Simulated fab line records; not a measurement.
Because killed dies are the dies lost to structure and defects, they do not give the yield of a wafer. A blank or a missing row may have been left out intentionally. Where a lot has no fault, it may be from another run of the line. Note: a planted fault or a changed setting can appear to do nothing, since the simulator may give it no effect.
Matching of chambers + flow gf180mcu + 4 sister chambers for GF_STI_ETCH_13 on rieDiel-01
The step etches the open film in CHF3/O2, stops on Si, target depth 282.31 nm, time 112.9 s. 4 wafers are shown with their chamber, then 7 later ones without.

EACH WAFER AND ITS CHAMBER
| wafer  | chamber | drypumpMotorCurrentA (A) |
|--------|---------|--------------------------|
| L194.4 | 2       | 5.1                      |
| L194.6 | 0       | 4.9                      |
| L200.1 | 3       | 5.5                      |
| L200.4 | 1       | 4.9                      |

WAFERS WITHOUT THEIR CHAMBER
| wafer  | drypumpMotorCurrentA (A) |
|--------|--------------------------|
| L200.5 | 4.8                      |
| L202.2 | 5.1                      |
| L202.4 | 5.5                      |
| L202.5 | 4.8                      |
| L203.2 | 4.9                      |
| L203.3 | 5.5                      |
| L203.6 | 4.9                      |

CHAMBER TAKEN BY EACH
| wafer  | from the rows above     | in truth |
|--------|-------------------------|----------|
| L200.5 | can't be placed: 0 or 1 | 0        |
| L202.2 | 2                       | 2        |
| L202.4 | 3                       | 3        |
| L202.5 | can't be placed: 0 or 1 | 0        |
| L203.2 | can't be placed: 0 or 1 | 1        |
| L203.3 | 3                       | 3        |
| L203.6 | can't be placed: 0 or 1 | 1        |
Placed correctly: 3 of 7. Unplaceable from these rows: 4, with the true chamber sitting among the candidates in 4. Wrongly placed: 0.
How it was worked out, from the rows above alone: a wafer's distance from a chamber is the root of the sum, over the readings, of the square of ((its reading less the chamber's mean) divided by the reading's scatter). If the next closest chamber is less than 2 further off than the closest, the wafer can't be placed; otherwise it belongs to the closest. A chamber's mean is the mean of its shown wafers. The scatter: with one shown wafer a chamber, the root of the mean of the squares of how far each hidden wafer lies from its nearest shown one.
